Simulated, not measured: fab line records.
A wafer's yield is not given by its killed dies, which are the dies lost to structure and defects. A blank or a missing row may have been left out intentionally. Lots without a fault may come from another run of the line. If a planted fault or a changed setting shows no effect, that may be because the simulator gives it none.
fab line records	flow sky130
record lots=12	wafers=36	last-day=52
route steps=708 shown LDD_HVN@277 SD_P@331 RES_XHIGH@339 PAD_OPEN@708
lots that met no fault: from a run of the same line without faults
start-h: hours from the record's first day to the start of the lot's first wafer shown	wait-h: time in hours since the lot's previous step	" as in the row above	L1.1+2: several wafers, shown together as one row	- no value, or no start was given	* or withheld: withheld	< > ~ a bound
route shown NAME@n: NAME is a module with steps in the file, n the number in the route of the first one	usual: mean and standard deviation over wafers with no fault	same: alike in all rows	chamber/n: place in a boat	sites: the reading at each site	_std_site: how widely they spread, as a standard deviation	_edge_site: outer sites' mean less inner sites'	radius-mm: how far each site lies from the wafer's centre	mask NAME#n: copy n	behind: the most recent tool/chamber to have shaped the wafer	hold: why the lot went on hold/how many hours it stayed there/how the hold came to an end	device: whichever transistor did not switch (one of n, p or np)	end of line: the same wafers' tests at the end of the route	a step given without rows: its recipe and nothing more	killed: at the first sort, the dies lost to defects and structure; wafer yield is something else	map: the dies of a wafer, with x for killed, . for not killed, _ for no die there
set.NAME: the setting that was run; set.NAME@STEP: the one run at that earlier step	model.NAME: the simulator's own value behind a step, which no gauge read
route steps across a sampled set of lots; one table per step, one row per wafer
services: the hour from which a tool's chamber was out of use, counted from the record's first day as start-h (under 0 if before that day), plus the number of hours and why
## steps
# step SKY_LDD_HVN_TW_MEAS_10
# usual LDD_HVN_TW=1425/7.6
lot.wafer	tool	chamber	start-h	wait-h	LDD_HVN_TW
L668.1	film-metro-02	-	396.82	0.1	1421
L668.3	"	-	"	"	1413
L668.6	"	-	"	"	1415
L669.1	film-metro-02	-	409.14	0.1	1429
L669.3	"	-	"	"	1433
L669.6	"	-	"	"	1424
L670.1	film-metro-01	-	416.34	0.1	1412
L670.3	"	-	"	"	1412
L670.4	"	-	"	"	1413
L671.2	film-metro-04	-	428.06	0.1	1416
L671.4	"	-	"	"	1420
L671.5	"	-	"	"	1421
L673.1	film-metro-01	-	440.82	0.1	1405
L673.2	"	-	"	"	1418
L673.6	"	-	"	"	1417
L672.1	film-metro-01	-	445.39	0.1	1417
L672.4	"	-	"	"	1422
L672.5	"	-	"	"	1418
L682.1	film-metro-04	-	508.30	0.1	1426
L682.2	"	-	"	"	1431
L682.5	"	-	"	"	1432
L683.1	film-metro-02	-	524.24	0.1	1426
L683.5	"	-	"	"	1425
L683.6	"	-	"	"	1425
L687.2	film-metro-01	-	732.93	0.1	1426
L687.3	"	-	"	"	1428
L687.4	"	-	"	"	1434
L685.2	film-metro-01	-	736.30	0.1	1432
L685.4	"	-	"	"	1433
L685.6	"	-	"	"	1427
L688.2	film-metro-04	-	738.15	0.1	1422
L688.3	"	-	"	"	1419
L688.4	"	-	"	"	1423
L690.2	film-metro-04	-	739.73	0.1	1423
L690.3	"	-	"	"	1416
L690.5	"	-	"	"	1415
# step SKY_SD_P_TW_MEAS_11
# usual SD_P_TW=2804/10
lot.wafer	tool	chamber	start-h	wait-h	SD_P_TW
L668.1	film-metro-04	-	533.21	0.1	2794
L668.3	"	-	"	"	2801
L668.6	"	-	"	"	2793
L669.1	film-metro-02	-	533.42	0.1	2825
L669.3	"	-	"	"	2819
L669.6	"	-	"	"	2816
L670.1	film-metro-04	-	535.67	0.1	2807
L670.3	"	-	"	"	2806
L670.4	"	-	"	"	2813
L671.2	film-metro-04	-	550.62	0.1	2805
L671.4	"	-	"	"	2813
L671.5	"	-	"	"	2819
L673.1	film-metro-04	-	562.79	0.1	2795
L673.2	"	-	"	"	2813
L673.6	"	-	"	"	2811
L672.1	film-metro-04	-	564.04	0.1	2815
L672.4	"	-	"	"	2803
L672.5	"	-	"	"	2808
L682.1	film-metro-04	-	626.19	0.1	2798
L682.2	"	-	"	"	2796
L682.5	"	-	"	"	2807
L683.1	film-metro-02	-	640.44	0.1	2795
L683.5	"	-	"	"	2800
L683.6	"	-	"	"	2794
L687.2	film-metro-02	-	843.90	0.1	2812
L687.3	"	-	"	"	2811
L687.4	"	-	"	"	2820
L685.2	film-metro-04	-	847.37	0.1	2793
L685.4	"	-	"	"	2805
L685.6	"	-	"	"	2795
L688.2	film-metro-04	-	849.65	0.1	2805
L688.3	"	-	"	"	2801
L688.4	"	-	"	"	2793
L690.2	film-metro-04	-	852.05	0.1	2796
L690.3	"	-	"	"	2789
L690.5	"	-	"	"	2794
# step SKY_RES_XHIGH_IMPLANT_07
# recipe species=BF2	energy-kev=20	dose-cm2=3.6e+14	tilt-deg=0
# usual beam-on-s=40/3.7	dose-ions-cm2=3.6e+14/3.5e+11	faraday-current-uA=510/52
lot.wafer	tool	chamber	start-h	wait-h	beam-on-s	dose-ions-cm2	faraday-current-uA
L668.1	implanter-01	0	562.06	0.1	41	3.601e+14	498
L668.3	"	0	"	"	42	3.6e+14	484
L668.6	"	0	"	"	42	3.606e+14	485
L669.1	implanter-04	0	562.36	0.1	45	3.602e+14	444
L669.3	"	0	"	"	43	3.597e+14	471
L669.6	"	0	"	"	43	3.599e+14	470
L670.1	implanter-01	0	564.76	0.1	42	3.605e+14	480
L670.3	"	0	"	"	42	3.597e+14	478
L670.4	"	0	"	"	42	3.602e+14	481
L671.2	implanter-04	0	578.84	0.1	43	3.598e+14	464
L671.4	"	0	"	"	42	3.598e+14	482
L671.5	"	0	"	"	44	3.596e+14	464
L673.1	implanter-01	0	590.11	0.1	10	3.55e+13	199
L673.2	"	0	"	"	10	3.64e+13	205
L673.6	"	0	"	"	10	3.63e+13	205
L672.1	implanter-01	0	592.09	0.1	10	3.62e+13	209
L672.4	"	0	"	"	10	3.56e+13	202
L672.5	"	0	"	"	10	3.57e+13	202
L682.1	implanter-04	0	656.06	0.1	43	3.601e+14	477
L682.2	"	0	"	"	43	3.602e+14	472
L682.5	"	0	"	"	43	3.607e+14	477
L683.1	implanter-03	0	668.89	0.1	34	3.598e+14	603
L683.5	"	0	"	"	34	3.598e+14	598
L683.6	"	0	"	"	35	3.597e+14	587
L687.2	implanter-01	0	868.99	0.1	41	3.599e+14	491
L687.3	"	0	"	"	42	3.597e+14	484
L687.4	"	0	"	"	40	3.606e+14	504
L685.2	implanter-03	0	873.39	0.1	34	3.597e+14	594
L685.4	"	0	"	"	35	3.599e+14	582
L685.6	"	0	"	"	33	3.597e+14	608
L688.2	implanter-03	0	875.66	0.1	34	3.602e+14	595
L688.3	"	0	"	"	35	3.601e+14	588
L688.4	"	0	"	"	33	3.599e+14	608
L690.2	implanter-01	0	878.29	0.1	43	3.601e+14	474
L690.3	"	0	"	"	42	3.603e+14	479
L690.5	"	0	"	"	40	3.606e+14	506
# step SKY_RES_XHIGH_TW_MEAS_09
# usual RES_XHIGH_TW=1627/7.6
lot.wafer	tool	chamber	start-h	wait-h	RES_XHIGH_TW
L668.1	film-metro-01	-	562.31	0.1	1636
L668.3	"	-	"	"	1626
L668.6	"	-	"	"	1634
L669.1	film-metro-02	-	562.61	0.1	1623
L669.3	"	-	"	"	1636
L669.6	"	-	"	"	1647
L670.1	film-metro-02	-	565.01	0.1	1631
L670.3	"	-	"	"	1631
L670.4	"	-	"	"	1635
L671.2	film-metro-02	-	579.07	0.1	1628
L671.4	"	-	"	"	1626
L671.5	"	-	"	"	1624
L673.1	film-metro-02	-	590.77	0.5	783
L673.2	"	-	"	"	780
L673.6	"	-	"	"	784
L672.1	film-metro-04	-	592.37	0.1	787
L672.4	"	-	"	"	795
L672.5	"	-	"	"	790
L682.1	film-metro-04	-	656.31	0.1	1626
L682.2	"	-	"	"	1634
L682.5	"	-	"	"	1624
L683.1	film-metro-01	-	669.14	0.1	1624
L683.5	"	-	"	"	1633
L683.6	"	-	"	"	1627
L687.2	film-metro-04	-	869.22	0.1	1613
L687.3	"	-	"	"	1610
L687.4	"	-	"	"	1618
L685.2	film-metro-04	-	873.62	0.1	1613
L685.4	"	-	"	"	1614
L685.6	"	-	"	"	1606
L688.2	film-metro-01	-	875.90	0.1	1627
L688.3	"	-	"	"	1632
L688.4	"	-	"	"	1632
L690.2	film-metro-02	-	878.52	0.1	1634
L690.3	"	-	"	"	1640
L690.5	"	-	"	"	1634
# step SKY_SD_N_RS_MEAS_17
# recipe thk-meas-gauge=four-point-probe
# usual SD_P_RS=146.8/0.38
lot.wafer	tool	chamber	start-h	wait-h	SD_P_RS[ohm/sq]
L668.1	film-metro-02	-	591.31	0.1	147.1
L668.3	"	-	"	"	146.0
L668.6	"	-	"	"	146.5
L669.1	film-metro-01	-	591.74	0.1	147.1
L669.3	"	-	"	"	146.9
L669.6	"	-	"	"	147.0
L670.1	film-metro-01	-	594.26	0.1	145.9
L670.3	"	-	"	"	145.6
L670.4	"	-	"	"	146.1
L671.2	film-metro-01	-	608.88	0.1	146.7
L671.4	"	-	"	"	146.7
L671.5	"	-	"	"	147.1
L673.1	film-metro-04	-	618.80	0.1	146.6
L673.2	"	-	"	"	146.3
L673.6	"	-	"	"	146.8
L672.1	film-metro-01	-	621.30	0.1	146.9
L672.4	"	-	"	"	147.1
L672.5	"	-	"	"	147.2
L682.1	film-metro-02	-	685.44	0.1	146.6
L682.2	"	-	"	"	146.8
L682.5	"	-	"	"	146.8
L683.1	film-metro-02	-	698.20	0.1	147.4
L683.5	"	-	"	"	147.5
L683.6	"	-	"	"	147.1
L687.2	film-metro-01	-	896.97	0.1	147.3
L687.3	"	-	"	"	146.7
L687.4	"	-	"	"	147.0
L685.2	film-metro-02	-	901.07	0.1	146.8
L685.4	"	-	"	"	147.2
L685.6	"	-	"	"	146.9
L688.2	film-metro-04	-	903.47	0.1	146.9
L688.3	"	-	"	"	146.8
L688.4	"	-	"	"	146.8
L690.2	film-metro-01	-	906.82	0.1	146.5
L690.3	"	-	"	"	147.1
L690.5	"	-	"	"	147.1
# step SKY_SD_N_RS_MEAS_18
# recipe thk-meas-gauge=four-point-probe
# usual RES_XHIGH_RS=332.6/1.2
lot.wafer	tool	chamber	start-h	wait-h	RES_XHIGH_RS[ohm/sq]
L668.1	film-metro-02	-	591.43	0.1	331.7
L668.3	"	-	"	"	331.0
L668.6	"	-	"	"	330.8
L669.1	film-metro-01	-	591.86	0.1	333.5
L669.3	"	-	"	"	333.1
L669.6	"	-	"	"	332.8
L670.1	film-metro-01	-	594.38	0.1	331.6
L670.3	"	-	"	"	332.4
L670.4	"	-	"	"	332.1
L671.2	film-metro-01	-	609.00	0.1	332.7
L671.4	"	-	"	"	331.6
L671.5	"	-	"	"	331.3
L673.1	film-metro-04	-	618.92	0.1	2028.8
L673.2	"	-	"	"	2053.7
L673.6	"	-	"	"	2007.7
L672.1	film-metro-01	-	621.42	0.1	2012.1
L672.4	"	-	"	"	1982.7
L672.5	"	-	"	"	1987.1
L682.1	film-metro-02	-	685.56	0.1	332.7
L682.2	"	-	"	"	333.6
L682.5	"	-	"	"	333.7
L683.1	film-metro-02	-	698.32	0.1	332.8
L683.5	"	-	"	"	332.7
L683.6	"	-	"	"	333.2
L687.2	film-metro-01	-	897.09	0.1	334.2
L687.3	"	-	"	"	333.1
L687.4	"	-	"	"	332.5
L685.2	film-metro-02	-	901.19	0.1	333.0
L685.4	"	-	"	"	332.9
L685.6	"	-	"	"	334.6
L688.2	film-metro-04	-	903.59	0.1	332.5
L688.3	"	-	"	"	331.7
L688.4	"	-	"	"	333.3
L690.2	film-metro-01	-	906.94	0.1	332.7
L690.3	"	-	"	"	332.3
L690.5	"	-	"	"	332.3
# step SKY_PAD_OPEN_PROBE_99
# usual killed_at_M0_to_M3=43/7	killed_at_M4_up=2.7/1.6	killed-at-contacts=24/5.3	killed-at-front-end=16/4.6	killed-at-other=0.3/0.53	killed-dies=86/9.3	killed-open=47/6.9	killed-short=38/6.1
# same gross-dies=492	killed-at-back-side=0
lot.wafer	tool	chamber	start-h	wait-h	killed_at_M0_to_M3	killed_at_M4_up	killed-at-contacts	killed-at-front-end	killed-at-other	killed-dies	killed-open	killed-short
L671.2	prober-01	-	1051.13	0.1	47	5	22	12	1	87	50	36
L671.4	prober-01	-	1051.23	0.2	51	2	26	11	1	91	46	45
L671.5	prober-01	-	1051.28	0.2	46	2	19	22	0	89	46	43
L688.2	prober-02	-	1242.81	0.1	24	1	23	8	1	57	32	24
L688.3	prober-02	-	1242.86	0.2	30	2	26	17	0	75	43	32
L688.4	prober-02	-	1242.91	0.2	52	1	21	11	1	86	48	38
# killed by level:class
L671.2 VIA1:geometric-particle:open=13 VIA3:geometric-particle:short=7 LI_CONTACT:geometric-particle:open=6 CONTACT:geometric-particle:open=6 VIA2:geometric-particle:open=5 METAL2:geometric-particle:short=5 VIA3:geometric-particle:open=5 POLY_GATE:geometric-particle:open=4
L671.4 VIA1:geometric-particle:open=13 CONTACT:geometric-particle:open=10 METAL2:geometric-particle:short=8 LOCAL_INTERCONNECT:geometric-particle:short=6 VIA1:geometric-particle:short=5 VIA3:geometric-particle:open=5 VIA3:geometric-particle:short=4 LI_CONTACT:geometric-particle:open=4
L671.5 VIA1:geometric-particle:open=12 METAL2:geometric-particle:short=7 POLY_GATE:geometric-particle:open=6 LI_CONTACT:geometric-particle:open=6 FIELD_ISO:geometric-particle:short=5 POLY_GATE:geometric-particle:short=5 CONTACT:geometric-particle:open=5 VIA2:geometric-particle:open=5
L688.2 CONTACT:geometric-particle:open=9 VIA1:geometric-particle:open=7 LI_CONTACT:geometric-particle:open=5 VIA1:geometric-particle:short=5 POLY_GATE:geometric-particle:open=4 LOCAL_INTERCONNECT:geometric-particle:short=4 METAL2:geometric-particle:short=4 FIELD_ISO:geometric-particle:open=3
L688.3 LI_CONTACT:geometric-particle:open=12 METAL1:geometric-particle:short=8 FIELD_ISO:geometric-particle:open=6 CONTACT:geometric-particle:open=6 VIA1:geometric-particle:open=5 POLY_GATE:geometric-particle:short=4 VIA2:geometric-particle:open=4 FIELD_ISO:geometric-particle:short=3
L688.4 METAL2:geometric-particle:short=10 VIA1:geometric-particle:open=10 VIA3:geometric-particle:open=7 VIA2:geometric-particle:open=6 METAL1:geometric-particle:short=6 LI_CONTACT:geometric-particle:open=4 LI_CONTACT:geometric-particle:short=4 CONTACT:geometric-particle:open=4
## services
tool	chamber	start-h	hours	kind
implanter-01	-	646.64	8.4	repair
implanter-04	-	649.44	1.9	repair
implanter-01	-	734.08	1.0	repair
implanter-03	-	755.63	9.5	pm
implanter-01	-	773.88	5.2	pm
implanter-04	-	793.00	2.6	repair
implanter-04	-	862.48	4.5	pm
implanter-01	-	875.47	2.4	repair
## key
first-sign step=SKY_RES_XHIGH_IMPLANT_07	reading=dose-ions-cm2	direction=down	sigmas=99+	usual=*	struck=*
effect step=SKY_RES_XHIGH_IMPLANT_07	reading=beam-on-s	direction=down	sigmas=8.1	usual=40	struck=10
effect step=SKY_RES_XHIGH_TW_MEAS_09	reading=RES_XHIGH_TW	direction=down	sigmas=99+	usual=1627	struck=787
effect step=SKY_SD_N_RS_MEAS_18	reading=RES_XHIGH_RS	direction=up	sigmas=99+	usual=332.6	struck=2012.0
met-at SKY_RES_XHIGH_IMPLANT_07
struck-lots L672,L673
tester-left-out L672,L673
not-acting-at SKY_LDD_HVN_TW_MEAS_10,SKY_SD_P_TW_MEAS_11,SKY_SD_N_RS_MEAS_17
onset-between 564.76 590.11
fault kind=process-parameter-drift	tool=implanter-01	chamber=-	onset-h=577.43	steps=SKY_RES_XHIGH_IMPLANT_07	channel=dose-cm2	offset=*	shape=step	end-h=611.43	acts-in=*	stated=*
# tester-left-out: of these lots the tester's yield and bins aren't shown, on N5 and GAA mostly nor the transistor test; their killed dies are dies lost to structure and defects alone, not to doping, threshold or leakage, so they don't give the yield
